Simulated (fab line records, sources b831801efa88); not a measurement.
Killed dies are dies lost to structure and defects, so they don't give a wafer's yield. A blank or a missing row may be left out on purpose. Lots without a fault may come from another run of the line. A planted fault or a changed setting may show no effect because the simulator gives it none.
fab line records | flow sky130
record lots=12 wafers=36 last_day=50
route steps=708 shown METAL2@500 VIA2@519 CAPM@539
lots that met no fault: from a run of the same line without faults
start_h: hours from the record's first day to the start of the lot's first wafer shown | wait_h: hours since the lot's step before | " the same as in the row above | L1.1+2: a row that stands for several wafers | - no value, or no start given | * or withheld: withheld | < > ~ a bound
route shown NAME@n: a module of which the file shows steps, and the number in the route of the first | usual: mean/standard deviation of fault-free wafers | same: alike in all rows | chamber/n: place in a boat | sites: the reading at each site | _std_site: their standard deviation | _edge_site: outer sites' mean less inner sites' | radius_mm: how far each site lies from the wafer's centre | mask NAME#n: copy n | behind: the tool/chamber that last shaped the wafer | hold: why the lot was held/for how many hours/how that ended | device: the transistor (n, p or np) that didn't switch | end of line: the same wafers' tests at the end of the route | a step without rows: its recipe alone | killed: dies lost to structure and defects at the first sort, not the wafer's yield | map: a wafer's dies, x killed, . not, _ none there
set.NAME: the setting as run; set.NAME@STEP: as run at that earlier step | model.NAME: the simulator's own value behind a step, which no gauge read
steps of the route over a sample of lots; a table a step, a row a wafer
services: from which hour (start_h, from the record's first day; less than 0 if before it) a tool's chamber was out of use, for how many hours, and why
## steps
# step SKY_METAL2_DESCUM_17
# recipe chemistry=O2 source_power_w=150 bias_power_w=0 pressure_mtorr=10 temp_c=40 time_s=8
# usual drypump_motor_current_A=5.7/0.52 oes_product_au=1.003/0.011
# columns lot.wafer tool chamber start_h wait_h drypump_motor_current_A oes_product_au rf_hours_counter_h
L874.2 rie_metal-04 1 835.43 0.0 6.0 1.003 7
L874.4 " 0 " " 6.6 0.995 -
L874.5 " 0 " " 6.5 0.990 -
L875.2 rie_metal-04 0 857.97 0.0 6.5 0.990 14
L875.3 " 1 " " 6.0 0.986 -
L875.6 " 1 " " 6.0 0.998 -
L877.2 rie_metal-03 0 862.65 0.0 4.9 1.002 17
L877.4 " 1 " " 5.4 1.029 -
L877.5 " 1 " " 5.4 1.018 -
L878.1 rie_metal-04 1 863.60 0.0 6.0 1.004 8
L878.2 " 0 " " 6.5 0.994 14
L878.6 " 1 " " 6.0 0.995 -
L880.1 rie_metal-04 1 875.72 0.0 6.0 1.003 9
L880.2 " 1 " " 6.0 1.007 -
L880.3 " 1 " " 6.0 0.991 -
L879.2 rie_metal-02 0 877.66 0.0 5.2 0.988 -
L879.3 " 0 " " 5.2 0.992 -
L879.5 " 0 " " 5.2 1.002 -
L881.1 rie_metal-02 0 886.60 0.0 5.1 0.992 6
L881.3 " 0 " " 5.1 0.983 -
L881.6 " 0 " " 5.1 1.007 -
L883.1 rie_metal-04 0 904.45 0.0 6.6 0.992 16
L883.2 " 1 " " 6.0 1.003 10
L883.4 " 0 " " 6.5 1.013 -
L885.2 rie_metal-02 0 915.35 0.0 5.1 0.995 7
L885.5 " 0 " " 5.1 0.997 -
L885.6 " 1 " " 5.8 0.991 -
L892.4 rie_metal-03 1 963.23 0.0 5.4 1.027 -
L892.5 " 0 " " 4.9 1.018 -
L892.6 " 1 " " 5.4 1.012 -
L894.1 rie_metal-04 1 975.73 0.0 6.0 0.998 15
L894.5 " 0 " " 6.5 1.020 -
L894.6 " 1 " " 6.0 1.015 -
L895.2 rie_metal-04 0 984.15 0.0 6.5 1.015 1
L895.4 " 1 " " 6.0 1.006 -
L895.6 " 1 " " 6.0 1.016 -
# step SKY_VIA2_CD_MEAS_12
# recipe target_cd_nm=200
# usual cd_nm=200.4/1.4
# columns lot.wafer tool chamber start_h wait_h cd_nm
L874.2 cd_sem-01 - 862.95 - 198.2
L874.4 " - " " 198.3
L874.5 " - " " 197.8
L875.2 cd_sem-02 - 885.93 - 201.2
L875.3 " - " " 200.1
L875.6 " - " " 200.0
L877.2 cd_sem-01 - 890.03 - 201.1
L877.4 " - " " 200.5
L877.5 " - " " 201.8
L878.1 cd_sem-01 - 890.68 - 201.8
L878.2 " - " " 201.6
L878.6 " - " " 201.5
L880.1 cd_sem-02 - 902.59 - 201.5
L880.2 " - " " 201.7
L880.3 " - " " 201.6
L879.2 cd_sem-02 - 904.83 - 200.9
L879.3 " - " " 200.5
L879.5 " - " " 201.1
L881.1 cd_sem-02 - 913.43 - 200.1
L881.3 " - " " 199.2
L881.6 " - " " 199.7
L883.1 cd_sem-01 - 930.73 - 201.1
L883.2 " - " " 200.1
L883.4 " - " " 201.4
L885.2 cd_sem-02 - 940.90 - 197.7
L885.5 " - " " 198.5
L885.6 " - " " 199.5
L892.4 cd_sem-02 - 987.85 - 200.2
L892.5 " - " " 200.1
L892.6 " - " " 200.0
L894.1 cd_sem-01 - 1000.28 - 203.0
L894.5 " - " " 202.9
L894.6 " - " " 203.6
L895.2 cd_sem-01 - 1008.75 - 201.1
L895.4 " - " " 201.3
L895.6 " - " " 201.9
# step SKY_CAPM_SPUTTER_02
# recipe material=TiN target_thk_nm=200 temp_c=300 power_w=6500 time_s=166.7 chamber_pressure_pa=0.4
# usual cathode_dc_power_W=6500.0/1.1 throttle_valve_pct=30.2/1.2
# columns lot.wafer tool chamber start_h wait_h cathode_dc_power_W throttle_valve_pct
L874.2 pvd_sputter-04 - 864.79 0.0 6499.1 30.0
L874.4 " - " " 6499.7 33.1
L874.5 " - " " 6498.8 33.1
L875.2 pvd_sputter-01 - 887.75 0.0 6500.5 28.5
L875.3 " - " " 6499.5 28.9
L875.6 " - " " 6498.2 29.8
L877.2 pvd_sputter-01 - 891.77 0.0 6500.0 28.9
L877.4 " - " " 6499.6 30.4
L877.5 " - " " 6499.9 29.1
L878.1 pvd_sputter-01 - 892.44 0.1 6502.3 29.8
L878.2 " - " " 6501.0 28.7
L878.6 " - " " 6500.0 30.8
L880.1 pvd_sputter-04 - 904.38 0.1 6500.9 31.0
L880.2 " - " " 6500.3 32.7
L880.3 " - " " 6499.1 30.1
L879.2 pvd_sputter-03 - 906.57 0.0 6498.9 29.2
L879.3 " - " " 6499.5 32.2
L879.5 " - " " 6499.1 29.2
L881.1 pvd_sputter-03 - 915.22 0.1 6499.4 31.5
L881.3 " - " " 6500.0 29.4
L881.6 " - " " 6499.3 30.1
L883.1 pvd_sputter-04 - 932.85 0.1 6499.8 33.0
L883.2 " - " " 6499.0 30.1
L883.4 " - " " 6501.4 30.1
L885.2 pvd_sputter-01 - 942.67 0.0 6500.9 29.7
L885.5 " - " " 6498.8 29.8
L885.6 " - " " 6498.8 28.6
L892.4 pvd_sputter-01 - 989.62 0.0 6499.5 28.7
L892.5 " - " " 6501.0 30.1
L892.6 " - " " 6497.4 28.6
L894.1 pvd_sputter-03 - 1002.04 0.1 6499.3 32.6
L894.5 " - " " 6498.7 32.2
L894.6 " - " " 6501.0 30.1
L895.2 pvd_sputter-03 - 1010.65 0.0 6502.6 30.1
L895.4 " - " " 6501.0 31.4
L895.6 " - " " 6499.7 30.2
# step SKY_CAPM_RS_MEAS_03
# recipe thk_meas_gauge=four-point-probe reads=TiN_of_CAPM_SPUTTER_02
# usual CAPM_TIN_RS=6.92/0.078
# columns lot.wafer tool chamber start_h wait_h CAPM_TIN_RS[ohm/sq]
L874.2 film_metro-04 - 864.92 0.1 6.86
L874.4 " - " " 6.86
L874.5 " - " " 6.82
L875.2 film_metro-03 - 887.88 0.1 6.94
L875.3 " - " " 6.87
L875.6 " - " " 6.86
L877.2 film_metro-01 - 891.90 0.1 6.82
L877.4 " - " " 6.72
L877.5 " - " " 6.81
L878.1 film_metro-04 - 892.55 0.1 6.87
L878.2 " - " " 6.87
L878.6 " - " " 6.84
L880.1 film_metro-03 - 904.49 0.1 6.91
L880.2 " - " " 6.91
L880.3 " - " " 6.96
L879.2 film_metro-03 - 906.70 0.1 7.01
L879.3 " - " " 7.03
L879.5 " - " " 6.92
L881.1 film_metro-03 - 915.33 0.1 6.93
L881.3 " - " " 6.79
L881.6 " - " " 6.88
L883.1 film_metro-01 - 932.96 0.1 6.97
L883.2 " - " " 6.87
L883.4 " - " " 6.95
L885.2 film_metro-03 - 942.80 0.1 6.91
L885.5 " - " " 6.91
L885.6 " - " " 7.02
L892.4 film_metro-04 - 989.79 0.1 7.16
L892.5 " - " " 7.13
L892.6 " - " " 7.17
L894.1 film_metro-01 - 1002.15 0.1 6.80
L894.5 " - " " 6.74
L894.6 " - " " 6.79
L895.2 film_metro-04 - 1010.78 0.1 6.93
L895.4 " - " " 6.97
L895.6 " - " " 6.88
# step SKY_CAPM_OVL_MEAS_12
# usual CAPM_OVL=-1.1/1.3
# columns lot.wafer tool chamber start_h wait_h CAPM_OVL[nm]
L874.2 overlay-02 - 890.65 0.1 0.5
L874.4 " - " " -0.5
L874.5 " - " " -1.3
L875.2 overlay-01 - 913.12 0.1 -3.6
L875.3 " - " " 0.8
L875.6 " - " " 1.1
L877.2 overlay-01 - 916.18 0.1 -0.2
L877.4 " - " " 0.9
L877.5 " - " " -0.9
L878.1 overlay-01 - 916.84 0.1 -2.3
L878.2 " - " " -0.9
L878.6 " - " " -0.6
L880.1 overlay-01 - 928.79 0.1 -2.3
L880.2 " - " " 0.5
L880.3 " - " " -0.5
L879.2 overlay-01 - 930.50 0.1 1.3
L879.3 " - " " -0.2
L879.5 " - " " -0.7
L881.1 overlay-01 - 939.64 0.1 -3.3
L881.3 " - " " -1.4
L881.6 " - " " -1.9
L883.1 overlay-02 - 957.24 0.1 -0.3
L883.2 " - " " -1.6
L883.4 " - " " -0.9
L885.2 overlay-01 - 967.08 0.1 -0.7
L885.5 " - " " -1.2
L885.6 " - " " -0.2
L892.4 overlay-02 - 1012.71 0.1 -1.5
L892.5 " - " " -0.2
L892.6 " - " " -1.4
L894.1 overlay-02 - 1024.69 0.1 -2.4
L894.5 " - " " -3.1
L894.6 " - " " -2.3
L895.2 overlay-01 - 1033.05 0.1 -3.7
L895.4 " - " " -3.0
L895.6 " - " " -1.1
## services
# columns tool chamber start_h hours kind
rie_metal-04 - 818.39 2.8 pm
pvd_sputter-04 - 832.54 2.5 repair
rie_metal-03 - 863.70 2.3 repair
rie_metal-02 1 868.52 - clean
rie_metal-02 1 868.52 20.2 scheduled_down
rie_metal-02 1 868.52 20.2 vent_cycle
rie_metal-04 0 874.06 3.7 repair
rie_metal-02 - 874.54 2.8 pm
pvd_sputter-04 - 882.32 14.1 repair
rie_metal-03 - 886.34 1.3 repair
rie_metal-03 0 890.63 2.4 repair
rie_metal-03 0 893.00 - clean
rie_metal-03 0 893.00 17.9 scheduled_down
rie_metal-03 0 893.00 17.9 vent_cycle
rie_metal-02 - 901.49 0.2 repair
rie_metal-04 0 932.49 - clean
rie_metal-04 0 932.49 22.7 scheduled_down
rie_metal-04 0 932.49 22.7 vent_cycle
pvd_sputter-01 - 944.64 1.7 repair
rie_metal-02 - 994.70 0.3 repair
pvd_sputter-03 - 994.82 4.9 repair
pvd_sputter-04 - 1009.03 2.0 repair
## key
first_sign step=SKY_CAPM_RS_MEAS_03 reading=CAPM_TIN_RS direction=up sigmas=3 usual=6.92 struck=7.15
effect none on later readings
met_at SKY_CAPM_SPUTTER_02
struck_lots L892
rows_end L892.4,L892.5,L892.6
not_acting_at SKY_METAL2_DESCUM_17,SKY_VIA2_CD_MEAS_12,SKY_CAPM_OVL_MEAS_12
onset_between 942.67 989.62
earlier_fault kind=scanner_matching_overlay tool=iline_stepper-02 chamber=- onset_h=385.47 steps=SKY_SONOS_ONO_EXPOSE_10 offset=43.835
fault kind=site_profile_drift tool=pvd_sputter-01 chamber=- onset_h=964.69 steps=SKY_CAPM_SPUTTER_02 basis=fraction max_abs_drift=0.050486 slope_share_per_hr=25.243 site_pattern=0,0,0,0,0,-1,-1,-1,-1
# rows_end: these wafers met a further fault down the route, and their rows from its step on are left out
